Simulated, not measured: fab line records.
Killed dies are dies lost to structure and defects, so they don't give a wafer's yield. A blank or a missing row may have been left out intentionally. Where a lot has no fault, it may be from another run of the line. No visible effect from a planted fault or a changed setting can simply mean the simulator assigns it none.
Matching of chambers ; flow sky130 ; 4 sister chambers for SKY_SONOS_ONO_ETCH_15 on rie-diel-03
The step etches the open film in CHF3/O2, target depth 19.52 nm, time 7.8 s. 8 wafers are shown with their chamber, then 9 later ones without.

WAFERS WITH THEIR CHAMBER
wafer;chamber;drypump-motor-current-A (A);throttle-valve-pct (%)
L075.6;0;4.7;8.841
L077.4;1;5.3;8.827
L079.3;1;5.4;8.823
L082.2;3;6.4;8.824
L082.4;3;6.4;8.827
L087.1;0;4.7;8.825
L087.3;2;5.0;8.829
L087.6;2;4.9;8.825

WAFERS WITH NO CHAMBER GIVEN
wafer;drypump-motor-current-A (A);throttle-valve-pct (%)
L088.3;5.4;8.829
L088.5;6.4;8.831
L088.6;4.9;8.819
L096.1;4.9;8.812
L096.2;4.7;8.802
L096.5;4.9;8.820
L097.1;5.3;8.833
L097.4;4.9;8.820
L097.5;5.3;8.827

WHICH CHAMBER EACH WENT THROUGH
wafer;from the rows above;in truth
L088.3;1;1
L088.5;3;3
L088.6;2;2
L096.1;2;2
L096.2;can't be placed: 0 or 2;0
L096.5;2;2
L097.1;1;1
L097.4;2;2
L097.5;1;1
Placed correctly: 8 of 9. Unplaceable from these rows: 1, with the true chamber sitting among the candidates in 1. 0 placed wrongly.
How it was worked out, from the rows above alone: a wafer's distance from a chamber is the root of the sum, over the readings, of the square of ((its reading less the chamber's mean) divided by the reading's scatter). The wafer belongs to the nearest chamber; if the next one is less than 2 further off, it can't be placed. Each chamber's mean is taken over the wafers shown for it. The scatter is the square root of a quotient: the sum, over the shown wafers, of each reading's squared deviation from its chamber's mean, divided by wafers minus chambers.
